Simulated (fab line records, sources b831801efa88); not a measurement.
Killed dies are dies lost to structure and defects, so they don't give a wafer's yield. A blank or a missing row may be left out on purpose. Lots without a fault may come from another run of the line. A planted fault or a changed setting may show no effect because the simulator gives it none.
Which tool did it? | flow gf180mcu | 11 lots, 33 wafers sampled, at 6 steps of a route of 602

WHAT THE GAUGES READ, wafer by wafer
GF_HV_LDD_TW_MEAS_38.
lot  | measured     | on            | HV_LDD_3_TW
L257 | day 11 21:44 | film_metro-02 | 1435 1432 1435
L258 | day 12 01:33 | film_metro-04 | 1439 1439 1440
L261 | day 13 03:00 | film_metro-01 | 1436 1433 1441
L263 | day 14 03:08 | film_metro-02 | 1436 1432 1431
L264 | day 14 05:38 | film_metro-02 | 1447 1435 1437
L265 | day 14 06:41 | film_metro-02 | 1443 1442 1441
L268 | day 15 08:36 | film_metro-01 | 1426 1440 1438
L275 | day 17 19:58 | film_metro-01 | 1476 1480 1478
L276 | day 18 06:52 | film_metro-01 | 1484 1484 1481
L277 | day 18 18:53 | film_metro-01 | 1474 1481 1483
L280 | day 19 17:22 | film_metro-02 | 1435 1438 1445

GF_HV_LDD_RS_MEAS_53: measures by four-point-probe.
lot  | measured     | on            | HV_LDD_RS (ohm/sq)
L257 | day 12 18:10 | film_metro-02 | 415.9 417.2 416.3
L258 | day 12 22:17 | film_metro-02 | 417.6 418.2 419.7
L261 | day 13 23:32 | film_metro-02 | 419.4 418.9 420.0
L263 | day 15 00:06 | film_metro-01 | 418.0 416.8 418.1
L264 | day 15 02:06 | film_metro-02 | 419.6 419.8 418.4
L265 | day 15 03:25 | film_metro-02 | 418.0 417.2 418.1
L268 | day 16 06:56 | film_metro-02 | 418.4 416.8 417.3
L275 | day 18 20:54 | film_metro-01 | 409.2 410.4 409.5
L276 | day 19 08:37 | film_metro-02 | 410.6 409.3 411.1
L277 | day 19 19:59 | film_metro-01 | 409.8 408.3 410.0
L280 | day 20 18:29 | film_metro-01 | 417.2 417.1 417.7

GF_CONTACT_THK_MEAS_03.
lot  | measured     | on            | CONTACT_CVD_02_THK (nm)
L257 | day 15 12:47 | film_metro-02 | 826 856 833
L258 | day 15 17:52 | film_metro-02 | 848 858 866
L261 | day 16 22:42 | film_metro-04 | 858 869 868
L263 | day 18 00:11 | film_metro-01 | 857 858 862
L264 | day 18 04:17 | film_metro-01 | 843 867 869
L265 | day 18 05:59 | film_metro-02 | 851 873 863
L268 | day 19 10:19 | film_metro-02 | 847 867 868
L275 | day 22 03:34 | film_metro-04 | 858 851 884
L276 | day 22 14:52 | film_metro-04 | 845 856 861
L277 | day 23 02:53 | film_metro-02 | 861 867 866
L280 | day 23 21:57 | film_metro-02 | 850 859 868

WHICH TOOL RAN EACH LOT (tool, then ch and the chambers of the sampled wafers, then the start)
lot  | GF_VT_IMPLANT_STRIP_31               | GF_HV_LDD_IMPLANT_36            | GF_SALICIDE_RTA_08
L257 | plasma_asher-01 ch 0,1, day 7 00:16  | implanter-04 ch 0, day 11 21:30 | rtp_anneal-02 ch 0, day 15 12:31
L258 | plasma_asher-01 ch 0,1, day 7 04:07  | implanter-03 ch 0, day 12 01:19 | rtp_anneal-01 ch 0, day 15 17:36
L261 | plasma_asher-03 ch 1, day 8 02:55    | implanter-03 ch 0, day 13 02:46 | rtp_anneal-01 ch 0, day 16 22:26
L263 | plasma_asher-01 ch 0,1, day 8 19:20  | implanter-04 ch 0, day 14 02:53 | rtp_anneal-02 ch 0, day 17 23:55
L264 | plasma_asher-01 ch 0,1, day 8 21:58  | implanter-03 ch 0, day 14 05:23 | rtp_anneal-02 ch 0, day 18 04:01
L265 | plasma_asher-04 ch 0,1, day 9 01:52  | implanter-02 ch 0, day 14 06:26 | rtp_anneal-02 ch 0, day 18 05:43
L268 | plasma_asher-01 ch 0,1, day 10 00:49 | implanter-02 ch 0, day 15 08:22 | rtp_anneal-01 ch 0, day 19 10:03
L275 | plasma_asher-03 ch 0,1, day 11 21:40 | implanter-04 ch 0, day 17 19:43 | rtp_anneal-02 ch 0, day 22 03:17
L276 | plasma_asher-01 ch 0,1, day 12 05:16 | implanter-04 ch 0, day 18 06:37 | rtp_anneal-01 ch 0, day 22 14:36
L277 | plasma_asher-04 ch 0,1, day 12 13:04 | implanter-04 ch 0, day 18 18:38 | rtp_anneal-01 ch 0, day 23 02:37
L280 | plasma_asher-04 ch 0,1, day 13 07:28 | implanter-02 ch 0, day 19 17:07 | rtp_anneal-01 ch 0, day 23 21:41
- GF_VT_IMPLANT_STRIP_31: strips in O2/N2.
- GF_HV_LDD_IMPLANT_36
- GF_SALICIDE_RTA_08: time 30 s.

WHAT THE TOOLS THEMSELVES READ (means of the sampled wafers that have a number; where no wafer has one, the mark that the record gives instead)
GF_VT_IMPLANT_STRIP_31.
lot  | tool            | drypump_motor_current_A (A) | heater_power_w (W) | n2_flow_sccm (sccm) | oes_product_au (a.u.) | platen_temp_c (C) | strip_time_to_endpoint_s (s)
L257 | plasma_asher-01 | 5.7                         | 328                | 299.9               | 0.713                 | 250.06            | 12.69
L258 | plasma_asher-01 | 5.7                         | 327                | 300.6               | 0.717                 | 250.05            | 12.67
L261 | plasma_asher-03 | 5.6                         | 299                | 300.3               | 0.713                 | 249.96            | 12.66
L263 | plasma_asher-01 | 5.7                         | 343                | 300.5               | 0.716                 | 250.08            | 12.65
L264 | plasma_asher-01 | 5.7                         | 329                | 300.2               | 0.716                 | 250.02            | 12.59
L265 | plasma_asher-04 | 5.6                         | 345                | 301.0               | 0.716                 | 249.84            | 12.64
L268 | plasma_asher-01 | 5.6                         | 325                | 300.2               | 0.714                 | 249.68            | 12.62
L275 | plasma_asher-03 | 5.3                         | 309                | 299.6               | 0.714                 | 250.25            | 12.63
L276 | plasma_asher-01 | 5.6                         | 326                | 301.1               | 0.716                 | 249.84            | 12.63
L277 | plasma_asher-04 | 5.9                         | 337                | 300.3               | 0.714                 | 249.83            | 12.62
L280 | plasma_asher-04 | 5.9                         | 334                | 299.7               | 0.716                 | 250.22            | 12.64

GF_HV_LDD_IMPLANT_36.
lot  | tool         | dose_ions_cm2 | faraday_current_uA
L257 | implanter-04 | 7.5e+12       | 42.2
L258 | implanter-03 | 7.5e+12       | 42.1
L261 | implanter-03 | 7.5e+12       | 42.2
L263 | implanter-04 | 7.5e+12       | 42.8
L264 | implanter-03 | 7.5e+12       | 42.4
L265 | implanter-02 | 7.5e+12       | 42.3
L268 | implanter-02 | 7.5e+12       | 42.5
L275 | implanter-04 | 1.1e+13       | 63.0
L276 | implanter-04 | 1.1e+13       | 60.8
L277 | implanter-04 | 1.1e+13       | 61.7
L280 | implanter-02 | 7.5e+12       | 42.2

GF_SALICIDE_RTA_08.
lot  | tool          | anneal_temp_c_max | lamp_power_pct (%) | wafer_temp_C_max
L257 | rtp_anneal-02 | 802.5             | 18.01              | 806.5
L258 | rtp_anneal-01 | 803.3             | 18.51              | 805.4
L261 | rtp_anneal-01 | 804.4             | 18.48              | 805.6
L263 | rtp_anneal-02 | 803.0             | 18.04              | 806.8
L264 | rtp_anneal-02 | 802.9             | 18.02              | 806.4
L265 | rtp_anneal-02 | 803.0             | 18.00              | 806.3
L268 | rtp_anneal-01 | 804.4             | 18.48              | 805.7
L275 | rtp_anneal-02 | 802.8             | 18.01              | 806.1
L276 | rtp_anneal-01 | 803.8             | 18.49              | 805.8
L277 | rtp_anneal-01 | 804.0             | 18.49              | 804.9
L280 | rtp_anneal-01 | 804.7             | 18.49              | 806.6

THE ANSWER, worked out from the rows above alone
Rule: what is usual is taken from the lots themselves. Put in order of their means at a reading, lots are off if they are a third of the lots or fewer, leave a main group of 4 or more, and stand apart from it by a gap of 3 or more times the standard deviation of the main group's means; of several such gaps the widest counts. A main group whose means are all the same, to the digits that the tables above print for the reading, isn't used. A lot without any number at a reading at which 4 lots or more have one is off too. The other lots that the step has rows for count as sound. The gauges are gone through in route order, then the tools' own readings, and for those a lot's mean is taken as printed above. The first step at which some lot is off is used, and at that step the reading that is off furthest; a lot without a number counts as furthest.
Off: L275, L276, L277, at GF_HV_LDD_TW_MEAS_38 (HV_LDD_3_TW). The main group: mean 1437, standard deviation 3.
A tool fits if, at a process step before that reading, it ran every lot that is off, and no sound lot after the first of them. The gauges at GF_HV_LDD_TW_MEAS_38 aren't tried: what is off there is off at GF_HV_LDD_IMPLANT_36 too, on other tools, and a gauge's error can't cause that. One fits: implanter-04 at GF_HV_LDD_IMPLANT_36. Its last sound lot is L263 (day 14 02:53), its first lot that is off L275 (day 17 19:43): a fault that began between those two fits.
The tool's own readings at GF_HV_LDD_IMPLANT_36 bear it out: on the lots that are off they differ by more than 5 times the standard deviation of the sound lots' means. dose_ions_cm2 reads 1.1e+13 there against 7.5e+12 on the sound lots; faraday_current_uA reads 61.8 there against 42.3 on the sound lots.

WHAT THE SIMULATOR HAD PUT IN
Process parameter drift: implanter-04, from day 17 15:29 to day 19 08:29, at GF_HV_LDD_IMPLANT_36. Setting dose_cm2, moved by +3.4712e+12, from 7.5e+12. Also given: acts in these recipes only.
Lots struck among those shown: L275, L276, L277. The rule above found the same.
